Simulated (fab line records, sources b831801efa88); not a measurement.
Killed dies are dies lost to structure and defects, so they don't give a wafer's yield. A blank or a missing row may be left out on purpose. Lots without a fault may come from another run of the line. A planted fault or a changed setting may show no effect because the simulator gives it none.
A struck lot beside a sound one | flow sky130 | 15 steps out of a route of 708
Sound: wafers L461.4, L461.5, L461.6. Struck: wafers L468.2, L468.3, L468.6. The cause comes at the end.
At each step with rows: each side's tool, then ch and its chambers, then its first start. Under that, the readings that differ: sound wafers | struck wafers | difference of the means | sigmas: that difference in standard deviations of wafers without a fault.
alike: readings whose means differ by less than 2 such deviations, and words and numbers that are the same on both sides. not compared: withheld readings, readings that some wafer has no value for, bounds like >300 that may hide the same value, and numbers for which the record gives no deviation and whose values overlap.
The two part at a step that has a row with sigmas, a row that says differs or no value, or rows on one side only. Numbers that don't overlap but have no deviation are shown without sigmas and don't part them. A reading that every wafer of one side lacks parts them only if that side has two wafers or more.

first, 8 steps without rows for these wafers: SKY_METAL3_DEHYDRATE_05 (time 60 s); SKY_METAL3_HMDS_06 (prime time 60 s); SKY_METAL3_COAT_07 (resist thk 60 nm); SKY_METAL3_COAT_08 (resist thk 1140 nm); SKY_METAL3_SOFTBAKE_09 (time 90 s); SKY_METAL3_EXPOSE_10 (exposes mask MM3, target cd 300 nm); SKY_METAL3_PEB_11; SKY_METAL3_DEVELOP_12 (develop time 60 s).
SKY_METAL3_CD_MEAS_13: target cd 300 nm.
  sound on cd_sem-01, day 39 00:55; struck on cd_sem-02, day 41 12:14
  alike: cd_nm
SKY_METAL3_OVL_MEAS_14:
  sound on overlay-02, day 39 00:59; struck on overlay-02, day 41 12:20
  alike: METAL3_OVL
SKY_METAL3_DESCUM_15: chemistry O2, time 8 s.
  sound on rie_metal-04 ch 0,1, day 39 01:01; struck on rie_metal-03 ch 0,1, day 41 12:22
  alike: drypump_motor_current_A, he_backside_leak_sccm, oes_product_au
  not compared: rf_hours_counter_h
SKY_METAL3_ETCH_16: etches BARC in N2/H2, stops on SiO2, time 88.2 s, target depth 60 nm.
  sound on rie_metal-04 ch 0,1, day 39 01:04; struck on rie_metal-03 ch 0,1, day 41 12:24
  alike: drypump_motor_current_A, he_backside_leak_sccm, oes_product_au, throttle_valve_pct
  not compared: rf_hours_counter_h
SKY_METAL3_ETCH_17: etches SiO2 in C4F8/O2/Ar, stops on TiN, time 3.9 s, target depth 15 nm.
  sound on rie_diel-02 ch 1,2,3, day 39 01:08; struck on rie_diel-02 ch 1,3, day 41 12:30
  reading                                    | sound             | struck            | difference | sigmas
  model.TiN_of_METAL3_SPUTTER_04.thk_nm (nm) | 70.44 69.84 70.18 | 68.64 69.09 69.43 | -1.10      |
  alike: oes_product_au
  not compared: rf_hours_counter_h
SKY_METAL3_METAL_ETCH_18: etches the open film in Cl2/BCl3, stops on SiO2, target depth 845 nm, time 183.1 s.
  sound on rie_metal-02 ch 0,1, day 39 01:13; struck on rie_metal-04 ch 0,1, day 41 12:31
  reading                     | sound          | struck         | difference | sigmas
  drypump_motor_current_A (A) | 6.03 6.16 6.02 | 5.14 5.14 6.15 | -0.59      | -3
  alike: he_backside_leak_sccm, oes_product_au, throttle_valve_pct
  not compared: rf_hours_counter_h
-- the record jumps here: 7 days lie between the struck wafers' starts before and after (it left off in module METAL3 and takes up again in module PAD_OPEN, whose first step shown is number 708 of the route) --
SKY_PAD_OPEN_PROBE_99:
  sound on prober-02, day 46 00:38; struck on prober-01, day 48 03:46
  alike: defect_limited_yield, killed_at_M0_to_M3, killed_at_M4_up, killed_at_contacts, killed_at_front_end, killed_at_other, killed_dies, killed_on_rim, killed_open, killed_short, sort_bin_3_pad_short, sort_bin_5_function, sort_bin_6_memory, sort_n_pass, sort_yield_pct

WHERE THEY PART
Only at SKY_METAL3_METAL_ETCH_18, within this record. Later steps at which nothing parts them and some readings are alike: SKY_PAD_OPEN_PROBE_99.

WHY: what the simulator had put in
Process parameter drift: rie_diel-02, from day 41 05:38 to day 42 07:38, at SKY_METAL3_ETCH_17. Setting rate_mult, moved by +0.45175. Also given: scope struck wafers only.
